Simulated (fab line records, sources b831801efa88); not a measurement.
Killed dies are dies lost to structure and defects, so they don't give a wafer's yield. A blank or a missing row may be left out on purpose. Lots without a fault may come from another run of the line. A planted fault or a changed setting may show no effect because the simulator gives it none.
A struck lot beside a sound one | flow sky130 | 35 steps out of a route of 708
Sound: wafers L697.1, L697.2, L697.6. Struck: wafers L699.1, L699.2, L699.4. The cause comes at the end.
At each step with rows: each side's tool, then ch and its chambers, then its first start. Under that, the readings that differ: sound wafers | struck wafers | difference of the means | sigmas: that difference in standard deviations of wafers without a fault.
alike: readings whose means differ by less than 2 such deviations, and words and numbers that are the same on both sides. not compared: withheld readings, readings that some wafer has no value for, bounds like >300 that may hide the same value, and numbers for which the record gives no deviation and whose values overlap.
The two part at a step that has a row with sigmas, a row that says differs or no value, or rows on one side only. Numbers that don't overlap but have no deviation are shown without sigmas and don't part them. A reading that every wafer of one side lacks parts them only if that side has two wafers or more.

SKY_SD_P_CD_MEAS_07: target cd 380 nm.
  sound on cd_sem-02, day 31 12:02; struck on cd_sem-01, day 32 09:25
  alike: cd_nm
SKY_SD_P_OVL_MEAS_08:
  sound on overlay-02, day 31 12:10; struck on overlay-02, day 32 09:32
  alike: SD_P_OVL
then, 1 step without rows for these wafers: SKY_SD_P_IMPLANT_09.
SKY_SD_P_STRIP_10: strips in O2/N2.
  sound on plasma_asher-04 ch 0,1, day 31 12:20; struck on plasma_asher-03 ch 0,1, day 32 09:43
  alike: chamber_pressure_mTorr, drypump_motor_current_A, n2_flow_sccm, oes_product_au, strip_time_to_endpoint_s
  not compared: rf_hours_counter_h
SKY_SD_P_TW_MEAS_11:
  sound on film_metro-04, day 31 12:26; struck on film_metro-02, day 32 09:49
  reading | sound          | struck         | difference | sigmas
  SD_P_TW | 2776 2784 2789 | 2873 2851 2863 | +79        | +2
then, 7 steps without rows for these wafers: SKY_RES_XHIGH_DEHYDRATE_00 (time 60 s); SKY_RES_XHIGH_HMDS_01 (prime time 60 s); SKY_RES_XHIGH_COAT_02 (resist thk 1140 nm); SKY_RES_XHIGH_SOFTBAKE_03 (time 60 s); SKY_RES_XHIGH_EXPOSE_04 (exposes mask URPM, target cd 1270 nm); SKY_RES_XHIGH_PEB_05; SKY_RES_XHIGH_DEVELOP_06 (develop time 60 s).
SKY_RES_XHIGH_IMPLANT_07:
  sound on implanter-02 ch 0, day 32 14:26; struck on implanter-02 ch 0, day 33 12:41
  reading       | sound                         | struck                        | difference | sigmas
  beam_on_s (s) | 34.5 33.4 35.2                | 16.8 16.4 16.9                | -17.7      | -9
  dose_ions_cm2 | 3.602e+14 3.597e+14 3.598e+14 | 1.781e+14 1.785e+14 1.787e+14 | -1.815e+14 | -99 or more
  alike: faraday_current_uA
SKY_RES_XHIGH_STRIP_08: strips in O2/N2.
  sound on plasma_asher-03 ch 0,1, day 32 14:35; struck on plasma_asher-02 ch 0,1, day 33 12:50
  reading                      | sound             | struck            | difference | sigmas
  strip_time_to_endpoint_s (s) | 14.27 14.27 14.30 | 14.18 14.20 14.21 | -0.08      | -3
  alike: chamber_pressure_mTorr, drypump_motor_current_A, n2_flow_sccm, oes_product_au
  not compared: rf_hours_counter_h
SKY_RES_XHIGH_TW_MEAS_09:
  sound on film_metro-02, day 32 14:41; struck on film_metro-04, day 33 12:56
  reading      | sound          | struck         | difference | sigmas
  RES_XHIGH_TW | 1662 1659 1654 | 1301 1299 1303 | -357       | -18
then, 7 steps without rows for these wafers: SKY_SD_N_DEHYDRATE_00 (time 60 s); SKY_SD_N_HMDS_01 (prime time 60 s); SKY_SD_N_COAT_02 (resist thk 1140 nm); SKY_SD_N_SOFTBAKE_03 (time 60 s); SKY_SD_N_EXPOSE_04 (exposes mask NSDM, target cd 380 nm); SKY_SD_N_PEB_05; SKY_SD_N_DEVELOP_06 (develop time 60 s).
SKY_SD_N_CD_MEAS_07: target cd 380 nm.
  sound on cd_sem-02, day 33 17:20; struck on cd_sem-01, day 34 14:53
  alike: cd_nm
SKY_SD_N_OVL_MEAS_08:
  sound on overlay-01, day 33 17:27; struck on overlay-02, day 34 15:01
  alike: SD_N_OVL
then, 2 steps without rows for these wafers: SKY_SD_N_IMPLANT_09; SKY_SD_N_IMPLANT_10.
SKY_SD_N_STRIP_11: strips in O2/N2.
  sound on plasma_asher-02 ch 0,1, day 33 17:47; struck on plasma_asher-01 ch 0,1, day 34 15:20
  alike: chamber_pressure_mTorr, drypump_motor_current_A, n2_flow_sccm, oes_product_au, strip_time_to_endpoint_s
  not compared: rf_hours_counter_h
SKY_SD_N_TW_MEAS_12:
  sound on film_metro-02, day 33 17:53; struck on film_metro-02, day 34 15:26
  alike: SD_N_TW
then, 1 step without rows for these wafers: SKY_SD_N_CLEAN_13 (cleans in SC1/SC2, time 150 s).
SKY_SD_N_RTA_14: time 2 s.
  sound on rtp_anneal-02 ch 0, day 33 18:00; struck on rtp_anneal-01 ch 0, day 34 15:33
  alike: chamber_o2_ppm, lamp_power_pct, wafer_temp_C_max
SKY_SD_N_RS_MEAS_16: measures by four-point-probe.
  sound on film_metro-04, day 33 18:11; struck on film_metro-02, day 34 15:44
  alike: SD_N_RS
SKY_SD_N_RS_MEAS_17: measures by four-point-probe.
  sound on film_metro-04, day 33 18:18; struck on film_metro-02, day 34 15:51
  alike: SD_P_RS
SKY_SD_N_RS_MEAS_18: measures by four-point-probe.
  sound on film_metro-04, day 33 18:25; struck on film_metro-02, day 34 15:58
  reading               | sound             | struck            | difference | sigmas
  RES_XHIGH_RS (ohm/sq) | 333.8 334.0 335.0 | 593.5 593.6 592.9 | +259.1     | +99 or more
then, 1 step without rows for these wafers: SKY_SALICIDE_CLEAN_00 (cleans in HF-last, time 30 s).
-- the record jumps here: 16 days lie between the struck wafers' starts before and after (it left off in module SALICIDE and takes up again in module PAD_OPEN, whose first step shown is number 708 of the route) --
SKY_PAD_OPEN_PROBE_99:
  sound on prober-01, day 49 23:38; struck on prober-02, day 50 13:54
  reading                                            | sound               | struck                        | difference | sigmas
  killed_at_contacts                                 | 35 24 45            | 27 22 19                      | -12        | -2
  model.etest.res_xhigh_po.line_ohm_um               | 5654 5629 5777      | 3.216e+04 3.221e+04 3.158e+04 | +2.630e+04 |
  model.etest.res_xhigh_po.rs_ohm_sq                 | 1954 1950 1985      | 1.14e+04 1.115e+04 1.117e+04  | +9.28e+03  |
  model.etest.res_xhigh_po.rs_ohm_sq_range           | 50.14 54.41 55.19   | 974.8 854.4 881.8             | +850.4     |
  model.etest.res_xhigh_po.rs_ohm_sq_rim_less_centre | 3.184 -4.065 -17.45 | 819.4 630.6 629               | +699.1     |
  alike: killed_at_M0_to_M3, killed_at_M4_up, killed_at_front_end, killed_at_other, killed_dies, killed_open, killed_short

WHERE THEY PART
First at SKY_SD_P_TW_MEAS_11; last, within this record, at SKY_PAD_OPEN_PROBE_99.

WHY: what the simulator had put in
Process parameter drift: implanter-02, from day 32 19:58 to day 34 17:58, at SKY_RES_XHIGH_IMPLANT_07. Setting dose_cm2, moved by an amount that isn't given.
